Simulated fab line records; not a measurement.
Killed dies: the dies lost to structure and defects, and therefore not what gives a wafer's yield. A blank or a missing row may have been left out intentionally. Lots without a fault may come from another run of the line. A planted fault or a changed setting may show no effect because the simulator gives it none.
One fault seen from 2 desks :: flow sfq-line :: each desk holds nothing but its own numbers, with what lay behind them at the end

METROLOGY DESK
Lot by lot, what the gauges showed, no matter which tool ran the lot: averages of those sampled wafers that carry a number. If a lot's mean is further than 4 standard deviations from the usual mean, the lot is out of limits and carries the mark OUT (the distance appears in the brackets).
Columns: A = L0_MONX_KI_RS at SFQ_L0_RS_MEAS_901, usual 43.5 ohm/sq
lot: L408
first seen here: day 1 12:35
A: 43.3

lot: L409
first seen here: day 1 17:36
A: 43.2

lot: L410
first seen here: day 1 22:36
A: 43.6

lot: L411
first seen here: day 2 03:36
A: 43.0

lot: L412
first seen here: day 2 08:35
A: 43.6

lot: L413
first seen here: day 2 13:37
A: 43.7

lot: L416
first seen here: day 3 04:34
A: 43.4

lot: L419
first seen here: day 3 19:34
A: 42.8

lot: L421
first seen here: day 4 05:35
A: 43.8

lot: L424
first seen here: day 4 20:37
A: 43.8

lot: L426
first seen here: day 5 06:35
A: 43.0

lot: L430
first seen here: day 6 02:36
A: 43.5

lot: L431
first seen here: day 6 07:37
A: 42.7
This desk's finding: nothing out of limits on any of the 13 lots.

AT THE TOOL OWNER'S DESK: cmp-01
The tool's own readings at SFQ_TRILAYER_I1_CMP_CMP_046 (polishes SiO2): means of the sampled wafers that have a number, for each lot that ran on this tool. If a lot's mean is further than 4 standard deviations from the usual mean, the lot is out of limits and carries the mark OUT (the distance appears in the brackets).
Columns: A = edge-zone-pressure-frac at SFQ_TRILAYER_I1_CMP_CMP_046, usual 1.000; B = motor-current-A at SFQ_TRILAYER_I1_CMP_CMP_046, usual 10.4 A; C = slurry-flow-ml-min at SFQ_TRILAYER_I1_CMP_CMP_046, usual 150.0; D = time-to-endpoint-s at SFQ_TRILAYER_I1_CMP_CMP_046, usual 212 s
lot: L408
first seen here: day 11 03:09
A: 1.002
B: 10.4
C: 149.6
D: 222

lot: L409
first seen here: day 11 06:39
A: 0.992
B: 10.3
C: 149.5
D: 212

lot: L413
first seen here: day 23 00:01
A: 1.003
B: 9.8
C: 150.0
D: 207

lot: L416
first seen here: day 25 03:55
A: 0.997
B: 9.5
C: 149.7
D: 215

lot: L419
first seen here: day 26 21:56
A: 0.999
B: 10.2
C: 150.1
D: 223
This desk's finding: nothing out of limits on any of the 5 lots.

ALL TOGETHER
From the metrology desk's view, nothing was out of limits.
The tool owner's desk saw nothing out of limits.

WHAT THE SIMULATOR PUT IN
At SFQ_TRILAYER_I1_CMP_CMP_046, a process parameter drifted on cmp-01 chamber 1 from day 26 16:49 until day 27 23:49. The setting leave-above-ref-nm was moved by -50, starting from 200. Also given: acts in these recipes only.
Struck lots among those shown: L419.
